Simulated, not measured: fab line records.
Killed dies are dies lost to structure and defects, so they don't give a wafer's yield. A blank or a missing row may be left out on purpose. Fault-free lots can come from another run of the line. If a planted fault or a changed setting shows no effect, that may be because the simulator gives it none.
Matching of chambers	flow gf180mcu	3 sister chambers for GF_V2_CVD_02 on pecvd-04
The step deposits SiO2 from TEOS, target thk 850 nm, time 94.851 s. 18 wafers are shown with their chamber, then 9 later ones without.

EACH WAFER AND ITS CHAMBER
wafer	chamber	heaterPowerW (W)
L077.1	1	594
L077.2	0	595
L077.3	2	660
L083.2	1	497
L083.4	1	542
L083.5	2	733
L085.1	0	536
L085.2	1	490
L085.3	0	583
L085.4	1	526
L085.5	1	569
L085.6	0	637
L087.4	0	654
L087.5	1	457
L087.6	0	521
L089.1	0	609
L089.2	1	572
L089.3	0	658

SIGNATURES, as means of the wafers listed above
reading	chamber 0	chamber 1	chamber 2	scatter within a chamber
heaterPowerW	599.12	530.88	696.50	49.4
Rule: for each reading, subtract the chamber's mean from the wafer's reading, divide by that reading's scatter and square the result; add these up over the readings and take the root, which gives the wafer's distance from the chamber. If the next closest chamber is less than 2 further off than the closest, the wafer can't be placed; otherwise it belongs to the closest. How the scatter is found: for the shown wafers, subtract from each reading the mean of its chamber, square and add these, divide the total by (wafers less chambers), then take the root.

WAFERS WITH NO CHAMBER GIVEN
wafer	heaterPowerW (W)
L089.4	464
L089.5	657
L089.6	520
L092.2	622
L092.3	652
L092.6	649
L095.4	579
L095.5	619
L095.6	685

THE CHAMBER EACH PASSED THROUGH
wafer	from the rows above	in truth
L089.4	can't be placed: 1 or 0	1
L089.5	can't be placed: 2 or 0 or 1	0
L089.6	can't be placed: 1 or 0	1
L092.2	can't be placed: 0 or 2 or 1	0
L092.3	can't be placed: 2 or 0 or 1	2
L092.6	can't be placed: 2 or 0 or 1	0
L095.4	can't be placed: 0 or 1 or 2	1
L095.5	can't be placed: 0 or 2 or 1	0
L095.6	can't be placed: 2 or 0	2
0 of 9 placed correctly. Cannot be placed on the basis of these rows: 9; the candidates contain the true chamber in 9. Wrongly placed: 0.
